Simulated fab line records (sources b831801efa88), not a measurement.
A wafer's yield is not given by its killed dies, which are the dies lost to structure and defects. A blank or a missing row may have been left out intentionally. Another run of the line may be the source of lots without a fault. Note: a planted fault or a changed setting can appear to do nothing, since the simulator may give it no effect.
fab line records	flow sky130
record lots=13	wafers=39	last-day=50
route steps=708 shown SONOS_ONO@171 SD_P@326 PAD_OPEN@708
lots that met no fault: from a run of the same line without faults
start-h: hours from the record's first day to the start of the lot's first wafer shown	wait-h: time in hours since the lot's previous step	" repeats the value in the row above	L1.1+2: one row covering several wafers at once	- no value, or no start given	* or withheld: withheld	< > ~ a bound
route shown NAME@n: names a module that has steps shown in the file, with the first one's number in the route	usual: the fault-free wafers' mean and standard deviation	same: alike in all rows	chamber/n: place in a boat	sites: each site's reading	_std_site: the standard deviation of these	_edge_site: mean of outer sites minus mean of inner sites	radius-mm: how far each site lies from the wafer's centre	mask NAME#n: copy n	behind: the last tool/chamber to shape the wafer	hold: the reason the lot was held/the length of the hold in hours/how it ended	device: the n, p or np transistor that did not switch	end of line: tests run on the same wafers once the route is complete	a step without rows: its recipe alone	killed: dies that structure and defects cost at the first sort, which is not the same as the wafer's yield	map: dies across one wafer; x = killed, . = not, _ = none there
set.NAME: the run value of the setting; set.NAME@STEP: its run value at that earlier step	model.NAME: the simulator's own value behind a step, which no gauge read
a sample of lots followed through the steps of the route, with each step as a table and each wafer as a row
services: a tool's chamber out of use, with start hour (start-h, from the record's first day; less than 0 if before it), hours out, and reason
## steps
# step SKY_SONOS_ONO_THK_MEAS_03
# recipe reads=Si3N4_of_SONOS_ONO_CVD_02
# usual SONOS_ONO_CVD_02_THK=10.50/0.11
lot.wafer	tool	chamber	start-h	wait-h	SONOS_ONO_CVD_02_THK[nm]
L134.1	film-metro-02	-	265.76	0.0	10.34
L134.5	"	-	"	"	10.44
L134.6	"	-	"	"	10.37
L138.1	film-metro-04	-	301.66	0.0	10.50
L138.3	"	-	"	"	10.56
L138.5	"	-	"	"	10.48
L137.2	film-metro-01	-	301.67	0.0	10.36
L137.4	"	-	"	"	10.30
L137.5	"	-	"	"	10.39
L140.3	film-metro-01	-	312.48	0.0	10.39
L140.4	"	-	"	"	10.39
L140.6	"	-	"	"	10.46
L145.1	film-metro-01	-	353.34	0.0	10.58
L145.3	"	-	"	"	10.71
L145.6	"	-	"	"	10.73
L147.2	film-metro-01	-	375.72	0.0	10.49
L147.4	"	-	"	"	10.57
L147.6	"	-	"	"	10.57
L148.1	film-metro-04	-	381.54	0.0	10.52
L148.2	"	-	"	"	10.54
L148.5	"	-	"	"	10.56
L150.1	film-metro-01	-	392.76	0.0	10.40
L150.5	"	-	"	"	10.41
L150.6	"	-	"	"	10.40
L151.2	film-metro-04	-	402.36	0.0	10.60
L151.4	"	-	"	"	10.49
L151.5	"	-	"	"	10.58
L152.1	film-metro-01	-	416.07	0.0	10.47
L152.3	"	-	"	"	10.34
L152.4	"	-	"	"	10.57
L153.4	film-metro-04	-	424.91	0.0	10.45
L153.5	"	-	"	"	10.50
L153.6	"	-	"	"	10.34
L154.1	film-metro-04	-	432.07	0.0	10.54
L154.4	"	-	"	"	10.70
L154.6	"	-	"	"	10.54
L155.1	film-metro-02	-	438.78	0.0	10.50
L155.4	"	-	"	"	10.38
L155.6	"	-	"	"	10.42
# step SKY_SONOS_ONO_OVL_MEAS_14
# usual SONOS_ONO_OVL=-0.2/1.3
lot.wafer	tool	chamber	start-h	wait-h	SONOS_ONO_OVL[nm]
L134.1	overlay-01	-	291.42	0.1	-0.4
L134.5	"	-	"	"	-0.6
L134.6	"	-	"	"	-0.1
L137.2	overlay-02	-	328.49	0.1	2.2
L137.4	"	-	"	"	0.2
L137.5	"	-	"	"	0.7
L138.1	overlay-01	-	328.79	0.1	-0.3
L138.3	"	-	"	"	0.3
L138.5	"	-	"	"	-0.1
L140.3	overlay-02	-	340.95	0.1	0.5
L140.4	"	-	"	"	0.5
L140.6	"	-	"	"	-2.9
L145.1	overlay-01	-	382.17	0.1	-4.2
L145.3	"	-	"	"	-2.0
L145.6	"	-	"	"	-2.8
L147.2	overlay-02	-	405.09	0.1	0.9
L147.4	"	-	"	"	1.5
L147.6	"	-	"	"	0.0
L148.1	overlay-02	-	412.22	0.1	0.8
L148.2	"	-	"	"	-0.6
L148.5	"	-	"	"	2.6
L150.1	overlay-02	-	424.99	0.1	0.0
L150.5	"	-	"	"	-0.4
L150.6	"	-	"	"	-0.1
L151.2	overlay-02	-	434.10	0.1	0.0
L151.4	"	-	"	"	-0.7
L151.5	"	-	"	"	-0.3
L152.1	overlay-02	-	448.07	0.1	-1.9
L152.3	"	-	"	"	-0.8
L152.4	"	-	"	"	-0.9
L153.4	overlay-02	-	456.43	0.1	0.9
L153.5	"	-	"	"	0.2
L153.6	"	-	"	"	1.0
L154.1	overlay-01	-	464.19	0.1	0.0
L154.4	"	-	"	"	-3.7
L154.6	"	-	"	"	-1.5
L155.1	overlay-02	-	470.72	0.1	0.1
L155.4	"	-	"	"	-0.7
L155.6	"	-	"	"	-0.8
# step SKY_SONOS_ONO_STRIP_17
# recipe chemistry=O2/N2	power-w=1400	pressure-mtorr=1500	platen-temp-c=withheld	o2-flow-sccm=3000	n2-flow-sccm=300	overash-fraction=0.5
# usual drypump-motor-current-A=5.5/0.53	oes-product-au=0.710/0.0043	strip-time-to-endpoint-s=14.10/0.042
lot.wafer	tool	chamber	start-h	wait-h	drypump-motor-current-A	oes-product-au	rf-hours-counter-h	strip-time-to-endpoint-s
L134.1	plasma-asher-04	1	291.57	0.0	5.2	0.708	46	14.12
L134.5	"	1	"	"	5.3	0.713	-	14.15
L134.6	"	0	"	"	5.0	0.703	-	14.17
L137.2	plasma-asher-02	1	328.64	0.0	5.4	0.708	66	14.00
L137.4	"	1	"	"	5.4	0.715	-	13.99
L137.5	"	0	"	"	5.6	0.711	-	14.03
L138.1	plasma-asher-04	1	328.94	0.0	5.3	0.713	50	14.11
L138.3	"	0	"	"	5.0	0.712	-	14.14
L138.5	"	1	"	"	5.3	0.706	-	14.13
L140.3	plasma-asher-04	1	341.12	0.0	5.3	0.703	-	14.09
L140.4	"	0	"	"	5.0	0.704	-	14.12
L140.6	"	0	"	"	5.0	0.709	-	14.12
L145.1	plasma-asher-04	0	382.31	0.0	5.0	0.712	55	14.09
L145.3	"	0	"	"	5.0	0.716	-	14.07
L145.6	"	1	"	"	5.2	0.705	-	14.06
L147.2	plasma-asher-04	0	405.24	0.0	5.0	0.715	57	14.09
L147.4	"	0	"	"	5.0	0.712	-	14.09
L147.6	"	1	"	"	5.3	0.711	-	14.07
L148.1	plasma-asher-04	1	412.37	0.0	5.3	0.712	58	14.10
L148.2	"	0	"	"	5.0	0.710	58	14.07
L148.5	"	0	"	"	5.0	0.709	-	14.07
L150.1	plasma-asher-04	0	425.14	0.0	5.0	0.709	59	14.12
L150.5	"	0	"	"	5.0	0.706	-	14.14
L150.6	"	1	"	"	5.3	0.716	-	14.08
L151.2	plasma-asher-02	1	434.24	0.0	5.4	0.705	77	14.04
L151.4	"	0	"	"	5.6	0.710	-	14.04
L151.5	"	0	"	"	5.6	0.715	-	14.07
L152.1	plasma-asher-02	1	448.22	0.0	5.3	0.701	79	14.10
L152.3	"	1	"	"	5.4	0.712	-	14.15
L152.4	"	0	"	"	5.6	0.710	-	14.18
L153.4	plasma-asher-04	0	456.60	0.0	5.0	0.711	-	14.13
L153.5	"	0	"	"	5.0	0.711	-	14.13
L153.6	"	1	"	"	5.3	0.712	-	14.18
L154.1	plasma-asher-04	1	464.33	0.0	5.2	0.705	63	14.15
L154.4	"	0	"	"	4.9	0.706	-	14.12
L154.6	"	1	"	"	5.3	0.706	-	14.16
L155.1	plasma-asher-02	1	470.87	0.0	5.4	0.706	81	14.00
L155.4	"	0	"	"	5.6	0.709	-	14.00
L155.6	"	0	"	"	5.6	0.714	-	14.03
# step SKY_SD_P_DEVELOP_06
# recipe resist=NOVOLAK	developer=TMAH	develop-time-s=60	dev-temp-c=23
# usual developer-temp-C=23.00/0.11	exhaust-pa=45.0/0.79
lot.wafer	tool	chamber	start-h	wait-h	developer-temp-C	exhaust-pa
L134.1	litho-track-03	0	600.38	0.1	23.10	45.5
L134.5	"	0	"	"	22.93	45.2
L134.6	"	0	"	"	23.00	44.1
L137.2	litho-track-03	0	639.55	0.1	20.74	44.5
L137.4	"	0	"	"	20.77	43.8
L137.5	"	0	"	"	20.74	44.6
L138.1	litho-track-03	0	644.83	0.1	20.75	44.0
L138.3	"	0	"	"	20.42	45.5
L138.5	"	0	"	"	20.78	45.3
L140.3	litho-track-01	0	661.02	0.1	23.11	45.8
L140.4	"	0	"	"	22.97	45.7
L140.6	"	0	"	"	22.91	45.4
L145.1	litho-track-01	0	696.72	0.1	23.18	45.1
L145.3	"	0	"	"	22.90	44.5
L145.6	"	0	"	"	23.13	46.1
L147.2	litho-track-01	0	715.00	0.1	23.05	45.5
L147.4	"	0	"	"	23.06	45.5
L147.6	"	0	"	"	22.93	47.0
L148.1	litho-track-01	0	721.22	0.1	22.96	45.6
L148.2	"	0	"	"	23.04	44.9
L148.5	"	0	"	"	23.11	45.6
L150.1	litho-track-04	0	734.40	0.1	22.96	44.0
L150.5	"	0	"	"	23.06	45.0
L150.6	"	0	"	"	22.83	44.9
L151.2	litho-track-04	0	740.42	0.1	23.12	45.2
L151.4	"	0	"	"	23.06	45.2
L151.5	"	0	"	"	23.02	44.1
L152.1	litho-track-01	0	752.32	0.1	22.87	45.2
L152.3	"	0	"	"	22.91	45.0
L152.4	"	0	"	"	22.81	44.9
L153.4	litho-track-04	0	758.32	0.1	22.94	44.1
L153.5	"	0	"	"	23.03	44.8
L153.6	"	0	"	"	22.98	45.0
L154.1	litho-track-01	0	766.97	0.1	22.85	44.9
L154.4	"	0	"	"	22.95	44.6
L154.6	"	0	"	"	22.85	44.7
L155.1	litho-track-01	0	770.17	0.1	23.13	45.1
L155.4	"	0	"	"	23.16	45.0
L155.6	"	0	"	"	23.09	45.1
# step SKY_PAD_OPEN_PROBE_99
# usual killed_at_M0_to_M3=42/7.3	killed_at_M4_up=3.2/1.8	killed-at-contacts=25/5.2	killed-at-front-end=15/4.6	killed-at-other=0.3/0.62	killed-dies=85/9.9	killed-open=46/7.1	killed-short=38/5.7
# same gross-dies=492	killed-at-back-side=0
lot.wafer	tool	chamber	start-h	wait-h	killed_at_M0_to_M3	killed_at_M4_up	killed-at-contacts	killed-at-front-end	killed-at-other	killed-dies	killed-open	killed-short
L134.1	prober-01	-	1083.82	0.1	48	4	31	11	0	94	50	44
L134.5	prober-01	-	1084.02	0.2	58	2	26	18	0	104	59	45
L134.6	prober-01	-	1084.07	0.2	53	2	25	20	0	100	56	44
L137.2	prober-01	-	1110.84	0.1	58	3	32	18	0	111	54	57
L137.4	prober-01	-	1110.94	0.2	37	7	25	17	0	86	39	46
L137.5	prober-01	-	1110.99	0.2	39	0	24	12	0	75	42	33
L138.1	prober-02	-	1115.89	0.1	56	4	19	16	0	95	49	46
L138.3	prober-02	-	1115.99	0.2	55	3	21	12	0	91	55	36
L138.5	prober-02	-	1116.09	0.2	46	4	27	14	1	92	54	38
L140.3	prober-02	-	1129.18	0.2	38	4	23	15	1	81	41	40
L140.4	prober-02	-	1129.23	0.2	42	6	12	9	0	69	33	33
L140.6	prober-02	-	1129.33	0.2	56	4	20	15	0	95	53	42
L145.1	prober-01	-	1151.71	0.1	37	4	13	11	0	65	34	31
L145.3	prober-01	-	1151.81	0.2	41	3	21	12	0	77	43	34
L145.6	prober-01	-	1151.96	0.2	33	0	18	14	0	65	36	29
L147.2	prober-01	-	1165.10	0.1	35	2	28	12	1	78	46	32
L147.4	prober-01	-	1165.20	0.2	29	4	27	8	0	68	38	30
L147.6	prober-01	-	1165.30	0.2	52	3	22	11	0	88	47	41
L148.1	prober-02	-	1168.72	0.1	42	1	12	14	0	69	40	29
L148.2	prober-02	-	1168.77	0.1	46	4	27	13	0	90	55	35
L148.5	prober-02	-	1168.92	0.2	44	4	27	16	0	91	51	40
L150.1	prober-02	-	1177.07	0.1	32	0	28	18	0	78	45	33
L150.5	prober-02	-	1177.27	0.2	36	2	19	19	0	76	37	39
L150.6	prober-02	-	1177.32	0.2	44	2	15	11	0	72	41	31
L151.2	prober-01	-	1180.64	0.1	38	2	29	16	0	85	48	37
L151.4	prober-01	-	1180.74	0.2	35	3	23	20	0	81	43	38
L151.5	prober-01	-	1180.79	0.2	40	4	20	14	1	79	42	35
L152.1	prober-02	-	1186.74	0.1	41	6	31	14	0	92	50	40
L152.3	prober-02	-	1186.84	0.2	58	5	22	17	1	103	62	41
L152.4	prober-02	-	1186.89	0.2	44	3	19	18	0	84	53	29
L153.4	prober-01	-	1191.82	0.2	40	2	19	17	0	78	46	32
L153.5	prober-01	-	1191.87	0.2	43	3	31	18	0	95	51	44
L153.6	prober-01	-	1191.92	0.2	35	2	26	18	1	82	49	33
L154.1	prober-02	-	1195.64	0.1	35	1	26	13	3	78	41	36
L154.4	prober-02	-	1195.79	0.2	32	2	19	20	1	74	39	34
L154.6	prober-02	-	1195.89	0.2	48	5	20	23	2	98	53	44
L155.1	prober-01	-	1197.05	0.1	40	4	31	15	0	90	55	35
L155.4	prober-01	-	1197.20	0.2	53	6	24	16	0	99	51	48
L155.6	prober-01	-	1197.30	0.2	52	4	27	18	0	101	52	49
# killed by level:class
L134.1 VIA1:geometric-particle:open=15 CONTACT:geometric-particle:open=9 CONTACT:geometric-particle:short=8 VIA2:geometric-particle:open=6 VIA3:geometric-particle:open=6 LI_CONTACT:geometric-particle:open=5 FIELD_ISO:geometric-particle:short=4 LI_CONTACT:geometric-particle:short=4
L134.5 VIA1:geometric-particle:open=16 VIA3:geometric-particle:open=9 VIA1:geometric-particle:short=8 CONTACT:geometric-particle:open=7 CONTACT:geometric-particle:short=7 LI_CONTACT:geometric-particle:open=6 METAL2:geometric-particle:open=6 POLY_GATE:geometric-particle:open=5
L134.6 CONTACT:geometric-particle:open=13 VIA1:geometric-particle:open=12 POLY_GATE:geometric-particle:open=7 VIA2:geometric-particle:open=7 CONTACT:geometric-particle:short=7 METAL1:geometric-particle:short=6 VIA3:geometric-particle:short=6 VIA1:geometric-particle:short=6
L137.2 VIA1:geometric-particle:open=16 LI_CONTACT:geometric-particle:open=9 CONTACT:geometric-particle:short=8 VIA3:geometric-particle:short=7 VIA3:geometric-particle:open=7 FIELD_ISO:geometric-particle:short=6 CONTACT:geometric-particle:open=6 VIA1:geometric-particle:short=5
L137.4 CONTACT:geometric-particle:open=8 VIA1:geometric-particle:open=8 LI_CONTACT:geometric-particle:open=7 VIA1:geometric-particle:short=6 CONTACT:geometric-particle:short=6 FIELD_ISO:geometric-particle:short=5 VIA2:geometric-particle:short=5 FIELD_ISO:geometric-particle:open=4
L137.5 CONTACT:geometric-particle:short=9 CONTACT:geometric-particle:open=8 VIA1:geometric-particle:open=8 VIA2:geometric-particle:open=7 VIA1:geometric-particle:short=5 FIELD_ISO:geometric-particle:open=4 METAL1:geometric-particle:short=3 METAL2:geometric-particle:short=3
L138.1 VIA1:geometric-particle:open=11 VIA2:geometric-particle:short=10 METAL1:geometric-particle:short=8 VIA3:geometric-particle:open=8 VIA2:geometric-particle:open=7 POLY_GATE:geometric-particle:open=6 METAL2:geometric-particle:short=6 CONTACT:geometric-particle:open=5
L138.3 VIA1:geometric-particle:open=11 CONTACT:geometric-particle:open=10 VIA2:geometric-particle:open=10 VIA3:geometric-particle:open=9 VIA2:geometric-particle:short=6 LI_CONTACT:geometric-particle:open=5 CONTACT:geometric-particle:short=5 VIA1:geometric-particle:short=5
L138.5 CONTACT:geometric-particle:open=14 LI_CONTACT:geometric-particle:open=7 VIA1:geometric-particle:short=7 VIA3:geometric-particle:open=7 VIA1:geometric-particle:open=6 METAL2:geometric-particle:short=5 VIA2:geometric-particle:open=5 FIELD_ISO:geometric-particle:open=4
L140.3 VIA1:geometric-particle:open=10 CONTACT:geometric-particle:short=6 CONTACT:geometric-particle:open=6 METAL2:geometric-particle:short=6 LI_CONTACT:geometric-particle:open=5 LOCAL_INTERCONNECT:geometric-particle:short=4 POLY_GATE:geometric-particle:short=4 POLY_GATE:geometric-particle:open=4
L140.4 VIA1:geometric-particle:open=8 METAL1:geometric-particle:short=6 VIA3:geometric-particle:open=6 METAL2:geometric-particle:short=5 VIA2:geometric-particle:open=5 FIELD_ISO:geometric-particle:short=4 CONTACT:geometric-particle:open=4 LI_CONTACT:geometric-particle:open=3
L140.6 VIA1:geometric-particle:open=16 CONTACT:geometric-particle:open=10 METAL2:geometric-particle:short=7 VIA3:geometric-particle:open=7 VIA1:geometric-particle:short=6 METAL1:geometric-particle:short=5 FIELD_ISO:geometric-particle:short=4 VIA2:geometric-particle:open=4
L145.1 VIA1:geometric-particle:open=8 VIA3:geometric-particle:open=6 VIA2:geometric-particle:open=6 FIELD_ISO:geometric-particle:open=5 CONTACT:geometric-particle:short=5 METAL2:geometric-particle:short=5 CONTACT:geometric-particle:open=3 VIA2:geometric-particle:short=3
L145.3 METAL1:geometric-particle:short=10 LI_CONTACT:geometric-particle:open=8 VIA1:geometric-particle:open=8 CONTACT:geometric-particle:open=7 VIA2:geometric-particle:open=5 VIA3:geometric-particle:open=5 FIELD_ISO:geometric-particle:open=4 FIELD_ISO:geometric-particle:short=4
L145.6 CONTACT:geometric-particle:open=6 VIA1:geometric-particle:open=6 VIA3:geometric-particle:open=4 LI_CONTACT:geometric-particle:open=4 LI_CONTACT:geometric-particle:short=4 METAL1:geometric-particle:short=4 METAL2:geometric-particle:short=4 VIA2:geometric-particle:open=4
L147.2 CONTACT:geometric-particle:open=12 CONTACT:geometric-particle:short=7 VIA1:geometric-particle:open=7 LI_CONTACT:geometric-particle:open=6 METAL2:geometric-particle:short=6 VIA3:geometric-particle:open=5 VIA1:geometric-particle:short=4 VIA2:geometric-particle:open=4
L147.4 CONTACT:geometric-particle:open=13 VIA3:geometric-particle:open=7 CONTACT:geometric-particle:short=6 VIA1:geometric-particle:open=4 METAL2:geometric-particle:short=4 FIELD_ISO:geometric-particle:short=3 LI_CONTACT:geometric-particle:open=3 LOCAL_INTERCONNECT:geometric-particle:short=3
L147.6 VIA1:geometric-particle:open=11 CONTACT:geometric-particle:open=8 METAL2:geometric-particle:short=7 VIA2:geometric-particle:open=6 METAL1:geometric-particle:short=6 VIA1:geometric-particle:short=6 LI_CONTACT:geometric-particle:open=5 VIA3:geometric-particle:open=5
L148.1 VIA1:geometric-particle:open=13 FIELD_ISO:geometric-particle:short=6 VIA3:geometric-particle:open=6 CONTACT:geometric-particle:open=5 METAL1:geometric-particle:short=5 VIA3:geometric-particle:short=5 FIELD_ISO:geometric-particle:open=4 VIA2:geometric-particle:open=4
L148.2 CONTACT:geometric-particle:open=13 VIA1:geometric-particle:open=10 VIA3:geometric-particle:open=9 METAL1:geometric-particle:short=7 LI_CONTACT:geometric-particle:open=5 LOCAL_INTERCONNECT:geometric-particle:short=4 CONTACT:geometric-particle:short=4 VIA2:geometric-particle:open=4
L148.5 CONTACT:geometric-particle:open=12 VIA1:geometric-particle:open=9 CONTACT:geometric-particle:short=8 VIA3:geometric-particle:open=8 FIELD_ISO:geometric-particle:open=7 VIA2:geometric-particle:open=7 METAL1:geometric-particle:short=6 METAL2:geometric-particle:short=5
L150.1 CONTACT:geometric-particle:open=11 VIA1:geometric-particle:open=9 LI_CONTACT:geometric-particle:short=6 POLY_GATE:geometric-particle:short=5 LI_CONTACT:geometric-particle:open=5 VIA3:geometric-particle:open=5 POLY_GATE:geometric-particle:open=4 METAL2:geometric-particle:short=4
L150.5 CONTACT:geometric-particle:open=7 METAL1:geometric-particle:short=7 METAL2:geometric-particle:short=7 VIA2:geometric-particle:open=7 FIELD_ISO:geometric-particle:short=5 POLY_GATE:geometric-particle:open=5 LI_CONTACT:geometric-particle:open=5 VIA1:geometric-particle:open=5
L150.6 VIA2:geometric-particle:open=9 METAL2:geometric-particle:short=7 VIA3:geometric-particle:open=6 CONTACT:geometric-particle:open=5 VIA1:geometric-particle:open=5 LI_CONTACT:geometric-particle:open=4 POLY_GATE:geometric-particle:open=3 LOCAL_INTERCONNECT:geometric-particle:short=3
L151.2 LI_CONTACT:geometric-particle:open=10 VIA1:geometric-particle:open=8 CONTACT:geometric-particle:open=7 VIA1:geometric-particle:short=6 VIA2:geometric-particle:open=6 FIELD_ISO:geometric-particle:short=5 FIELD_ISO:geometric-particle:open=5 METAL2:geometric-particle:short=5
L151.4 CONTACT:geometric-particle:open=10 VIA1:geometric-particle:open=7 FIELD_ISO:geometric-particle:open=6 VIA3:geometric-particle:open=6 POLY_GATE:geometric-particle:open=5 LOCAL_INTERCONNECT:geometric-particle:short=5 CONTACT:geometric-particle:short=4 METAL2:geometric-particle:short=4
L151.5 VIA1:geometric-particle:open=9 METAL2:geometric-particle:short=8 VIA3:geometric-particle:open=6 CONTACT:geometric-particle:open=5 POLY_GATE:geometric-particle:open=4 LOCAL_INTERCONNECT:geometric-particle:open=4 LOCAL_INTERCONNECT:geometric-particle:short=4 METAL1:geometric-particle:open=4
L152.1 VIA2:geometric-particle:open=10 CONTACT:geometric-particle:open=9 VIA1:geometric-particle:open=8 LOCAL_INTERCONNECT:geometric-particle:short=7 VIA3:geometric-particle:open=7 FIELD_ISO:geometric-particle:short=5 LI_CONTACT:geometric-particle:open=5 CONTACT:geometric-particle:short=5
L152.3 VIA1:geometric-particle:open=14 VIA3:geometric-particle:open=11 VIA2:geometric-particle:open=8 FIELD_ISO:geometric-particle:open=7 CONTACT:geometric-particle:open=7 VIA1:geometric-particle:short=7 CONTACT:geometric-particle:short=5 POLY_GATE:geometric-particle:short=4
L152.4 VIA1:geometric-particle:open=13 VIA2:geometric-particle:open=8 METAL2:geometric-particle:short=7 FIELD_ISO:geometric-particle:open=6 CONTACT:geometric-particle:open=6 VIA3:geometric-particle:open=5 POLY_GATE:geometric-particle:open=4 LI_CONTACT:geometric-particle:open=4
L153.4 VIA1:geometric-particle:open=12 METAL2:geometric-particle:short=6 FIELD_ISO:geometric-particle:short=5 VIA3:geometric-particle:open=5 LI_CONTACT:geometric-particle:open=5 CONTACT:geometric-particle:open=5 VIA2:geometric-particle:open=5 CONTACT:geometric-particle:short=4
L153.5 CONTACT:geometric-particle:open=15 VIA1:geometric-particle:open=12 FIELD_ISO:geometric-particle:short=8 VIA2:geometric-particle:open=8 LI_CONTACT:geometric-particle:open=6 CONTACT:geometric-particle:short=5 METAL2:geometric-particle:short=5 VIA3:geometric-particle:short=5
L153.6 VIA1:geometric-particle:open=11 CONTACT:geometric-particle:open=8 FIELD_ISO:geometric-particle:open=7 VIA2:geometric-particle:open=7 LI_CONTACT:geometric-particle:open=6 LOCAL_INTERCONNECT:geometric-particle:short=6 VIA3:geometric-particle:open=4 FIELD_ISO:geometric-particle:short=3
L154.1 CONTACT:geometric-particle:open=11 VIA1:geometric-particle:open=11 VIA3:geometric-particle:short=6 VIA2:geometric-particle:open=5 CONTACT:geometric-particle:short=5 LOCAL_INTERCONNECT:geometric-particle:short=5 POLY_GATE:geometric-particle:short=4 FIELD_ISO:geometric-particle:short=3
L154.4 CONTACT:geometric-particle:open=8 VIA1:geometric-particle:open=8 FIELD_ISO:geometric-particle:short=6 VIA1:geometric-particle:short=6 POLY_GATE:geometric-particle:short=5 LI_CONTACT:geometric-particle:open=5 POLY_GATE:geometric-particle:open=4 VIA2:geometric-particle:open=4
L154.6 VIA1:geometric-particle:open=14 FIELD_ISO:geometric-particle:open=7 CONTACT:geometric-particle:open=7 VIA2:geometric-particle:short=7 VIA1:geometric-particle:short=7 LI_CONTACT:geometric-particle:open=5 METAL1:geometric-particle:short=5 VIA2:geometric-particle:open=5
L155.1 CONTACT:geometric-particle:open=15 VIA1:geometric-particle:open=11 LI_CONTACT:geometric-particle:open=7 METAL1:geometric-particle:short=7 METAL2:geometric-particle:short=7 CONTACT:geometric-particle:short=6 VIA3:geometric-particle:open=6 FIELD_ISO:geometric-particle:open=4
L155.4 VIA1:geometric-particle:open=13 CONTACT:geometric-particle:open=10 VIA2:geometric-particle:open=10 VIA1:geometric-particle:short=9 METAL1:geometric-particle:short=6 POLY_GATE:geometric-particle:short=5 LOCAL_INTERCONNECT:geometric-particle:short=5 FIELD_ISO:geometric-particle:short=4
L155.6 VIA1:geometric-particle:open=15 CONTACT:geometric-particle:open=11 LI_CONTACT:geometric-particle:open=9 VIA1:geometric-particle:short=9 METAL2:geometric-particle:short=8 POLY_GATE:geometric-particle:short=7 VIA3:geometric-particle:open=5 FIELD_ISO:geometric-particle:short=4
## services
tool	chamber	start-h	hours	kind
plasma-asher-04	-	358.59	1.9	repair
plasma-asher-04	-	429.90	0.6	repair
plasma-asher-02	-	513.52	2.8	pm
plasma-asher-02	-	563.16	2.7	repair
plasma-asher-04	-	584.14	2.7	repair
litho-track-01	-	606.69	-	consumable-replace:filter
plasma-asher-04	-	627.18	4.0	pm
plasma-asher-02	-	733.75	9.0	pm
plasma-asher-02	0	733.75	9.0	vent-cycle
plasma-asher-02	1	733.75	9.0	vent-cycle
plasma-asher-02	0	742.75	-	clean
plasma-asher-02	1	742.75	-	clean
## key
first-sign step=SKY_SD_P_DEVELOP_06	reading=developer-temp-C	direction=down	sigmas=21	usual=*	struck=*
effect none on later readings
met-at SKY_SD_P_DEVELOP_06
struck-lots L137,L138
tester-left-out L137,L138
not-acting-at SKY_SONOS_ONO_THK_MEAS_03,SKY_SONOS_ONO_OVL_MEAS_14,SKY_SONOS_ONO_STRIP_17
onset-between 600.38 639.55
fault kind=process-parameter-drift	tool=litho-track-03	chamber=-	onset-h=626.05	steps=SKY_SD_P_DEVELOP_06	channel=dev-temp-c	offset=*	shape=step	end-h=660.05	acts-in=*	stated=*
# tester-left-out: of these lots the tester's yield and bins aren't shown, on N5 and GAA mostly nor the transistor test; their killed dies are dies lost to structure and defects alone, not to doping, threshold or leakage, so they don't give the yield
